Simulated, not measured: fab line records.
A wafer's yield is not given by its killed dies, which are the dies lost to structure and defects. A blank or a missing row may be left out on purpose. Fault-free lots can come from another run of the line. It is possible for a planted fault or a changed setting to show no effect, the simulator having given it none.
Which tool was responsible? ; flow sky130 ; at 1 step of a route of 708, 6 lots with 18 wafers sampled

== WHAT THE GAUGES SHOWED, per wafer ==
SKY_FIELD_ISO_BOW_MEAS_00.
lot;measured;on;INCOMING_BOW (um)
L960;day 2 01:02;film-metro-04;0 2 9
L963;day 2 16:00;film-metro-04;2 18 3
L965;day 3 02:02;film-metro-01;3 3 0
L970;day 4 03:00;film-metro-03;-5 10 9
L976;day 5 09:00;film-metro-01;5 0 -3
L980;day 6 05:00;film-metro-03;7 -6 -4

== WHICH TOOL RAN EACH LOT (tool, then ch and the chambers of the sampled wafers, then the start) ==
Before these readings, the record contains no process step.

== THE ANSWER, worked out from the rows above alone ==
Rule: the lots themselves supply what counts as usual. The widest of any qualifying gaps counts: lots, ordered by their means at a reading, are off when they make up no more than a third of the lots, leave a main group of 4 or more, and stand apart from it by 3 or more times the standard deviation of that group's means. A main group is skipped when, at the precision printed for the reading in the tables above, its means are all equal. Also off: a lot with no number at a reading for which 4 or more lots have one. Any other lot the step has rows for is counted as sound.
No lot is off at any reading shown: from this, nothing can be told.

== WHAT HAD BEEN PUT IN BY THE SIMULATOR ==
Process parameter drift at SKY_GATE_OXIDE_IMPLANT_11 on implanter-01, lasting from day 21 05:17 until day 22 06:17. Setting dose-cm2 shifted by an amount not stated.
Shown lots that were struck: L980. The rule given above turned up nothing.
